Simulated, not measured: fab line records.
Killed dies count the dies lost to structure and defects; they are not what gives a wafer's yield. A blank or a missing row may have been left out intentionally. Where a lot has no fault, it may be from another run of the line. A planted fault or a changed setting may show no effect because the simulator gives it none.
fab line records    flow sky130
record lots=11  wafers=33  last-day=49
route steps=708 shown VT_ADJUST_PCH@152 LDD_N@244 LDD_HVP@285 PAD_OPEN@708
lots that met no fault: taken from a fault-free run of the same line
start-h: hours from the record's first day to the start of the lot's first wafer shown    wait-h: how many hours have passed since the lot's step before this one    " the same as in the row above    L1.1+2: one row covering several wafers at once    - either no value or no given start    * or withheld: withheld    < > ~ a bound
route shown NAME@n: NAME is a module with steps in the file, n the number in the route of the first one    usual: mean/standard deviation of fault-free wafers    same: alike in all rows    chamber/n: place in a boat    sites: the reading at each site    _std_site: standard deviation across them    _edge_site: the outer-site mean with the inner-site mean subtracted    radius-mm: how far each site lies from the wafer's centre    mask NAME#n: copy n    behind: the tool/chamber that last shaped the wafer    hold: why the lot went on hold/how many hours it stayed there/how the hold came to an end    device: the n, p or np transistor that did not switch    end of line: the tests these same wafers got at the end of their route    where a step has no rows: the recipe by itself    killed: count of dies lost to structure and defects at first sort (not the wafer's yield)    map: shows each die of a wafer: x if killed, . if not, _ if none is there
set.NAME: the setting the step ran with; set.NAME@STEP: the setting that earlier step ran with    model.NAME: the simulator's own value behind a step, which no gauge read
a sample of lots followed through the steps of the route, with each step as a table and each wafer as a row
services: the hour from which a tool's chamber was out of use, counted from the record's first day as start-h (under 0 if before that day), plus the number of hours and why
## steps
# step SKY_VT_ADJUST_PCH_STRIP_09
# recipe chemistry=O2/N2  power-w=1400  pressure-mtorr=1500  platen-temp-c=withheld  o2-flow-sccm=3000  n2-flow-sccm=300  overash-fraction=0.5
# usual chamber-pressure-mTorr=1500.1/1.4  drypump-motor-current-A=5.6/0.36  oes-product-au=0.723/0.0043  strip-time-to-endpoint-s=36.93/0.078
lot.wafer  tool             chamber  start-h  wait-h  chamber-pressure-mTorr  drypump-motor-current-A  oes-product-au  rf-hours-counter-h  strip-time-to-endpoint-s
L840.2     plasma-asher-01  0        219.17   0.1     1500.2                  5.4                      0.724           43                  36.98
L840.4     "                1        "        "       1500.8                  5.8                      0.720           -                   36.89
L840.6     "                1        "        "       1501.6                  5.8                      0.720           -                   36.98
L841.3     plasma-asher-01  0        246.51   0.1     1498.5                  5.4                      0.718           -                   36.79
L841.4     "                1        "        "       1500.0                  5.8                      0.730           -                   36.84
L841.5     "                1        "        "       1501.0                  5.8                      0.720           -                   36.95
L845.2     plasma-asher-04  0        261.63   0.1     1501.6                  6.3                      0.722           61                  36.98
L845.3     "                0        "        "       1499.9                  6.3                      0.725           -                   36.84
L845.4     "                1        "        "       1500.5                  5.2                      0.716           -                   36.94
L847.2     plasma-asher-04  0        274.12   0.1     1500.2                  6.3                      0.720           62                  36.85
L847.5     "                0        "        "       1498.8                  6.3                      0.725           -                   36.95
L847.6     "                1        "        "       1497.5                  5.2                      0.731           -                   36.96
L850.1     plasma-asher-04  0        297.82   0.1     1500.8                  6.3                      0.725           65                  36.97
L850.4     "                1        "        "       1500.4                  5.2                      0.726           -                   37.05
L850.5     "                1        "        "       1502.2                  5.2                      0.723           -                   37.03
L851.4     plasma-asher-02  1        309.71   0.1     1498.4                  5.1                      0.729           -                   36.89
L851.5     "                0        "        "       1499.3                  5.6                      0.726           -                   36.84
L851.6     "                1        "        "       1499.3                  5.1                      0.730           -                   36.89
L856.1     plasma-asher-04  0        364.53   0.1     1502.8                  6.3                      0.723           71                  36.91
L856.3     "                1        "        "       1501.5                  5.3                      0.724           -                   37.01
L856.5     "                0        "        "       1496.4                  6.3                      0.723           -                   36.96
L857.4     plasma-asher-04  0        367.66   0.1     1502.4                  6.3                      0.727           -                   36.89
L857.5     "                1        "        "       1498.6                  5.2                      0.720           -                   36.85
L857.6     "                0        "        "       1501.0                  6.3                      0.724           -                   36.81
L858.1     plasma-asher-01  1        376.37   0.1     1499.3                  5.8                      0.726           58                  36.98
L858.3     "                1        "        "       1499.7                  5.9                      0.721           -                   36.87
L858.6     "                1        "        "       1497.8                  5.9                      0.724           -                   36.93
L860.3     plasma-asher-01  0        377.96   0.1     1500.1                  5.5                      0.720           -                   37.07
L860.4     "                1        "        "       1500.0                  5.8                      0.723           -                   36.93
L860.6     "                1        "        "       1499.9                  5.9                      0.721           -                   36.95
L862.1     plasma-asher-04  0        396.18   0.1     1500.6                  6.3                      0.721           75                  36.98
L862.4     "                1        "        "       1498.8                  5.3                      0.724           -                   37.01
L862.6     "                1        "        "       1501.2                  5.3                      0.718           -                   36.84
# step SKY_LDD_N_OVL_MEAS_07
# usual LDD_N_OVL=1.5/1.6
lot.wafer  tool        chamber  start-h  wait-h  LDD_N_OVL[nm]
L840.2     overlay-02  -        391.30   0.1     3.6
L840.4     "           -        "        "       3.7
L840.6     "           -        "        "       2.8
L841.3     overlay-02  -        426.80   0.1     3.8
L841.4     "           -        "        "       3.3
L841.5     "           -        "        "       3.2
L845.2     overlay-01  -        453.44   0.1     2.9
L845.3     "           -        "        "       3.1
L845.4     "           -        "        "       4.0
L847.2     overlay-02  -        461.60   0.1     0.6
L847.5     "           -        "        "       0.4
L847.6     "           -        "        "       1.1
L850.1     overlay-01  -        486.44   0.1     2.3
L850.4     "           -        "        "       2.0
L850.5     "           -        "        "       2.2
L851.4     overlay-01  -        503.40   0.1     0.1
L851.5     "           -        "        "       -0.3
L851.6     "           -        "        "       2.3
L856.1     overlay-01  -        556.59   0.1     0.2
L856.3     "           -        "        "       0.2
L856.5     "           -        "        "       0.1
L857.4     overlay-01  -        562.50   0.1     0.5
L857.5     "           -        "        "       1.2
L857.6     "           -        "        "       1.4
L860.3     overlay-02  -        574.90   0.1     -1.7
L860.4     "           -        "        "       -2.2
L860.6     "           -        "        "       -2.0
L858.1     overlay-02  -        576.89   0.1     0.2
L858.3     "           -        "        "       1.9
L858.6     "           -        "        "       1.6
L862.1     overlay-02  -        589.14   0.1     0.9
L862.4     "           -        "        "       2.4
L862.6     "           -        "        "       1.1
# step SKY_LDD_N_IMPLANT_09
# recipe species=As  energy-kev=20  dose-cm2=7.5e+13  tilt-deg=withheld  rotation-deg=113
# usual dose-ions-cm2=7.499e+13/7.4e+10  faraday-current-uA=424/8.6
lot.wafer  tool          chamber  start-h  wait-h  dose-ions-cm2  faraday-current-uA
L840.2     implanter-03  0        391.50   0.1     7.489e+13      421
L840.4     "             0        "        "       7.482e+13      417
L840.6     "             0        "        "       7.506e+13      433
L841.3     implanter-03  0        427.02   0.1     7.49e+13       416
L841.4     "             0        "        "       7.502e+13      425
L841.5     "             0        "        "       7.498e+13      415
L845.2     implanter-02  0        453.65   0.1     7.501e+13      418
L845.3     "             0        "        "       7.502e+13      424
L845.4     "             0        "        "       7.496e+13      429
L847.2     implanter-03  0        461.80   0.1     7.502e+13      416
L847.5     "             0        "        "       7.501e+13      422
L847.6     "             0        "        "       7.495e+13      422
L850.1     implanter-02  0        486.62   0.1     7.505e+13      418
L850.4     "             0        "        "       7.498e+13      415
L850.5     "             0        "        "       7.485e+13      426
L851.4     implanter-04  0        503.65   0.1     7.5e+13        419
L851.5     "             0        "        "       7.488e+13      421
L851.6     "             0        "        "       7.507e+13      427
L856.1     implanter-04  0        556.77   0.1     7.497e+13      425
L856.3     "             0        "        "       7.498e+13      436
L856.5     "             0        "        "       7.497e+13      422
L857.4     implanter-04  0        562.75   0.1     4.289e+13      243
L857.5     "             0        "        "       4.287e+13      247
L857.6     "             0        "        "       4.305e+13      242
L860.3     implanter-03  0        575.12   0.1     7.501e+13      439
L860.4     "             0        "        "       7.5e+13        433
L860.6     "             0        "        "       7.511e+13      429
L858.1     implanter-04  0        577.08   0.1     4.298e+13      245
L858.3     "             0        "        "       4.299e+13      241
L858.6     "             0        "        "       4.306e+13      248
L862.1     implanter-03  0        589.33   0.1     7.514e+13      425
L862.4     "             0        "        "       7.494e+13      415
L862.6     "             0        "        "       7.491e+13      413
# step SKY_LDD_N_STRIP_16
# recipe chemistry=O2/N2  power-w=1400  pressure-mtorr=1500  platen-temp-c=withheld  o2-flow-sccm=3000  n2-flow-sccm=300  overash-fraction=0.5
# usual chamber-pressure-mTorr=1500.1/1.4  drypump-motor-current-A=5.7/0.41  oes-product-au=0.407/0.0047  strip-time-to-endpoint-s=4.315/0.016
lot.wafer  tool             chamber  start-h  wait-h  chamber-pressure-mTorr  drypump-motor-current-A  oes-product-au  rf-hours-counter-h  strip-time-to-endpoint-s
L840.2     plasma-asher-04  1        392.53   0.1     1499.5                  5.2                      0.404           75                  4.330
L840.4     "                0        "        "       1499.4                  6.3                      0.404           -                   4.330
L840.6     "                1        "        "       1499.3                  5.2                      0.412           -                   4.320
L841.3     plasma-asher-03  1        428.06   0.1     1502.0                  5.8                      0.407           -                   4.335
L841.4     "                0        "        "       1499.3                  5.9                      0.407           -                   4.297
L841.5     "                0        "        "       1499.6                  5.9                      0.405           -                   4.314
L845.2     plasma-asher-02  0        454.67   0.1     1499.1                  5.6                      0.412           2                   4.337
L845.3     "                0        "        "       1499.4                  5.6                      0.404           -                   4.347
L845.4     "                1        "        "       1499.4                  5.1                      0.412           -                   4.336
L847.2     plasma-asher-04  1        462.83   0.1     1498.2                  5.2                      0.406           83                  4.314
L847.5     "                0        "        "       1500.1                  6.3                      0.411           -                   4.337
L847.6     "                1        "        "       1496.9                  5.3                      0.411           -                   4.325
L850.1     plasma-asher-02  1        487.67   0.1     1499.0                  5.1                      0.410           6                   4.313
L850.4     "                0        "        "       1504.7                  5.6                      0.402           -                   4.303
L850.5     "                1        "        "       1499.9                  5.1                      0.408           -                   4.308
L851.4     plasma-asher-02  1        504.66   0.1     1501.4                  5.1                      0.414           -                   4.314
L851.5     "                1        "        "       1501.7                  5.1                      0.419           -                   4.306
L851.6     "                0        "        "       1501.0                  5.6                      0.402           -                   4.306
L856.1     plasma-asher-04  0        557.82   0.1     1497.6                  6.3                      0.403           92                  4.326
L856.3     "                1        "        "       1500.1                  5.2                      0.410           -                   4.338
L856.5     "                1        "        "       1500.2                  5.2                      0.402           -                   4.318
L857.4     plasma-asher-04  1        563.75   0.1     1500.7                  5.2                      0.410           -                   4.230
L857.5     "                1        "        "       1500.2                  5.2                      0.407           -                   4.249
L857.6     "                0        "        "       1500.7                  6.3                      0.401           -                   4.249
L860.3     plasma-asher-03  1        576.16   0.1     1500.9                  5.7                      0.409           -                   4.336
L860.4     "                0        "        "       1502.3                  5.9                      0.403           -                   4.330
L860.6     "                1        "        "       1501.4                  5.8                      0.405           -                   4.333
L858.1     plasma-asher-03  0        578.13   0.1     1500.7                  5.9                      0.417           43                  4.238
L858.3     "                1        "        "       1498.7                  5.8                      0.409           -                   4.227
L858.6     "                1        "        "       1500.8                  5.8                      0.408           -                   4.228
L862.1     plasma-asher-04  1        590.38   0.1     1500.9                  5.3                      0.408           95                  4.326
L862.4     "                0        "        "       1500.5                  6.3                      0.402           -                   4.288
L862.6     "                0        "        "       1500.1                  6.3                      0.400           -                   4.305
# step SKY_LDD_HVP_OVL_MEAS_07
# usual LDD_HVP_OVL=-1.2/1.4
lot.wafer  tool        chamber  start-h  wait-h  LDD_HVP_OVL[nm]
L840.2     overlay-01  -        483.90   0.1     -1.7
L840.4     "           -        "        "       -0.9
L840.6     "           -        "        "       -1.7
L841.3     overlay-01  -        519.25   0.1     -2.5
L841.4     "           -        "        "       -2.4
L841.5     "           -        "        "       -2.9
L845.2     overlay-01  -        546.19   0.1     -1.7
L845.3     "           -        "        "       1.2
L845.4     "           -        "        "       -1.0
L847.2     overlay-02  -        554.24   0.1     -1.5
L847.5     "           -        "        "       -1.6
L847.6     "           -        "        "       -1.0
L850.1     overlay-01  -        592.54   0.1     0.1
L850.4     "           -        "        "       -0.7
L850.5     "           -        "        "       -0.8
L851.4     overlay-01  -        592.81   0.1     0.2
L851.5     "           -        "        "       -0.1
L851.6     "           -        "        "       -0.3
L856.1     overlay-01  -        645.69   0.1     -0.6
L856.3     "           -        "        "       -2.3
L856.5     "           -        "        "       -1.5
L857.4     overlay-02  -        650.75   0.1     3.2
L857.5     "           -        "        "       2.5
L857.6     "           -        "        "       2.9
L860.3     overlay-02  -        662.25   0.1     -0.9
L860.4     "           -        "        "       1.2
L860.6     "           -        "        "       -0.1
L858.1     overlay-01  -        663.64   0.1     0.0
L858.3     "           -        "        "       0.5
L858.6     "           -        "        "       0.5
L862.1     overlay-02  -        677.19   0.1     -0.1
L862.4     "           -        "        "       0.4
L862.6     "           -        "        "       0.1
# step SKY_PAD_OPEN_PROBE_99
# usual killed_at_M0_to_M3=44/6.5  killed_at_M4_up=3.3/1.9  killed-at-contacts=23/4.7  killed-at-front-end=15/4.5  killed-at-other=0.2/0.52  killed-dies=86/8.9  killed-open=47/6.8  killed-short=39/6.1
# same gross-dies=492  killed-at-back-side=0
lot.wafer  tool       chamber  start-h  wait-h  killed_at_M0_to_M3  killed_at_M4_up  killed-at-contacts  killed-at-front-end  killed-at-other  killed-dies  killed-open  killed-short
L851.4     prober-02  -        1136.46  0.2     31                  3                18                  20                   0                72           39           33
L851.5     prober-02  -        1136.51  0.2     38                  0                19                  10                   0                67           30           37
L851.6     prober-02  -        1136.56  0.2     40                  1                27                  13                   1                82           40           42
# killed by level:class
L851.4 VIA2:geometric-particle:open=8 VIA1:geometric-particle:open=7 POLY_GATE:geometric-particle:open=6 CONTACT:geometric-particle:open=6 LI_CONTACT:geometric-particle:open=6 POLY_GATE:geometric-particle:short=4 METAL2:geometric-particle:short=4 VIA1:geometric-particle:short=4
L851.5 VIA1:geometric-particle:open=8 VIA3:geometric-particle:open=6 LOCAL_INTERCONNECT:geometric-particle:short=5 CONTACT:geometric-particle:open=5 METAL1:geometric-particle:short=5 FIELD_ISO:geometric-particle:short=4 LI_CONTACT:geometric-particle:open=4 CONTACT:geometric-particle:short=4
L851.6 CONTACT:geometric-particle:open=8 LI_CONTACT:geometric-particle:open=7 CONTACT:geometric-particle:short=6 VIA2:geometric-particle:short=6 FIELD_ISO:geometric-particle:open=5 VIA1:geometric-particle:open=5 METAL1:geometric-particle:short=5 METAL2:geometric-particle:short=5
## services
tool             chamber  start-h  hours  kind
implanter-03     -        202.48   21.4   pm
implanter-04     -        205.75   7.8    pm
implanter-04     -        214.52   0.6    repair
implanter-04     -        215.14   2.4    repair
plasma-asher-04  -        229.18   4.7    repair
implanter-03     -        245.49   1.7    repair
implanter-04     -        268.62   2.6    repair
plasma-asher-02  -        283.51   3.4    repair
implanter-04     -        293.74   3.9    repair
implanter-04     -        337.71   1.4    repair
implanter-04     -        354.34   1.0    repair
implanter-04     -        366.44   7.4    pm
plasma-asher-03  -        367.33   7.1    repair
plasma-asher-02  -        382.16   3.8    repair
plasma-asher-02  -        421.25   9.0    pm
plasma-asher-02  0        421.25   9.0    vent-cycle
plasma-asher-02  1        421.25   9.0    vent-cycle
plasma-asher-01  -        428.32   2.8    pm
plasma-asher-02  0        430.25   -      clean
implanter-02     -        438.32   5.7    repair
implanter-04     -        524.04   15.6   pm
plasma-asher-02  -        540.61   2.1    repair
implanter-03     -        552.69   13.0   repair
implanter-02     -        585.10   5.4    pm
## key
first-sign step=SKY_LDD_N_IMPLANT_09  reading=dose-ions-cm2  direction=down  sigmas=99+  usual=*  struck=*
effect step=SKY_LDD_N_IMPLANT_09  reading=faraday-current-uA  direction=down  sigmas=21  usual=424  struck=244
effect step=SKY_LDD_N_STRIP_16  reading=strip-time-to-endpoint-s  direction=down  sigmas=5  usual=*  struck=*
met-at SKY_LDD_N_IMPLANT_09
struck-lots L857,L858
tester-left-out L857,L858
not-acting-at SKY_VT_ADJUST_PCH_STRIP_09,SKY_LDD_N_OVL_MEAS_07,SKY_LDD_HVP_OVL_MEAS_07
onset-between 556.77 562.75
fault kind=process-parameter-drift  tool=implanter-04  chamber=-  onset-h=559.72  steps=SKY_LDD_N_IMPLANT_09  channel=dose-cm2  offset=*  shape=step  end-h=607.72  acts-in=*  stated=*
# tester-left-out: of these lots the tester's yield and bins aren't shown, on N5 and GAA mostly nor the transistor test; their killed dies are dies lost to structure and defects alone, not to doping, threshold or leakage, so they don't give the yield
